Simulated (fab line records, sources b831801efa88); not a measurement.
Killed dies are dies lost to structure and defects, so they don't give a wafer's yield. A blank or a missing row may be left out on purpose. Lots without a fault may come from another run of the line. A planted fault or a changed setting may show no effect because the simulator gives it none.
Which tool did it? | flow gf180mcu | 13 lots, 39 wafers sampled, at 1 step of a route of 602

WHAT THE GAUGES READ, wafer by wafer
GF_M1_RS_MEAS_05: measures by four-point-probe.
lot  | measured     | on            | M1_ALCU_RS (ohm/sq)
L368 | day 16 11:56 | film_metro-02 | 0.0706 0.0707 0.0703
L372 | day 17 22:08 | film_metro-02 | 0.0702 0.0701 0.0702
L373 | day 18 03:26 | film_metro-01 | 0.0699 0.0697 0.0700
L376 | day 19 04:42 | film_metro-04 | 0.0683 0.0695 0.0696
L378 | day 19 23:40 | film_metro-04 | 0.0690 0.0705 0.0690
L379 | day 20 04:34 | film_metro-01 | 0.0687 0.0689 0.0687
L380 | day 20 14:06 | film_metro-04 | 0.0693 0.0691 0.0690
L381 | day 21 00:58 | film_metro-02 | 0.0705 0.0702 0.0698
L383 | day 21 22:28 | film_metro-01 | 0.0676 0.0692 0.0694
L384 | day 22 04:57 | film_metro-04 | 0.0705 0.0713 0.0705
L388 | day 23 06:58 | film_metro-04 | 0.0693 0.0687 0.0685
L390 | day 24 10:47 | film_metro-04 | 0.0701 0.0693 0.0696
L391 | day 24 12:47 | film_metro-01 | 0.0698 0.0694 0.0690

WHICH TOOL RAN EACH LOT (tool, then ch and the chambers of the sampled wafers, then the start)
The record holds no process step before these readings.

WHAT THE TOOLS THEMSELVES READ (means of the sampled wafers that have a number; where no wafer has one, the mark that the record gives instead)
The record holds no such reading with a usual standard deviation.

THE ANSWER, worked out from the rows above alone
Rule: what is usual is taken from the lots themselves. Put in order of their means at a reading, lots are off if they are a third of the lots or fewer, leave a main group of 4 or more, and stand apart from it by a gap of 3 or more times the standard deviation of the main group's means; of several such gaps the widest counts. A main group whose means are all the same, to the digits that the tables above print for the reading, isn't used. A lot without any number at a reading at which 4 lots or more have one is off too. The other lots that the step has rows for count as sound. The gauges are gone through in route order, then the tools' own readings, and for those a lot's mean is taken as printed above. The first step at which some lot is off is used, and at that step the reading that is off furthest; a lot without a number counts as furthest.
No lot is off at any reading shown: from this, nothing can be told.

WHAT THE SIMULATOR HAD PUT IN
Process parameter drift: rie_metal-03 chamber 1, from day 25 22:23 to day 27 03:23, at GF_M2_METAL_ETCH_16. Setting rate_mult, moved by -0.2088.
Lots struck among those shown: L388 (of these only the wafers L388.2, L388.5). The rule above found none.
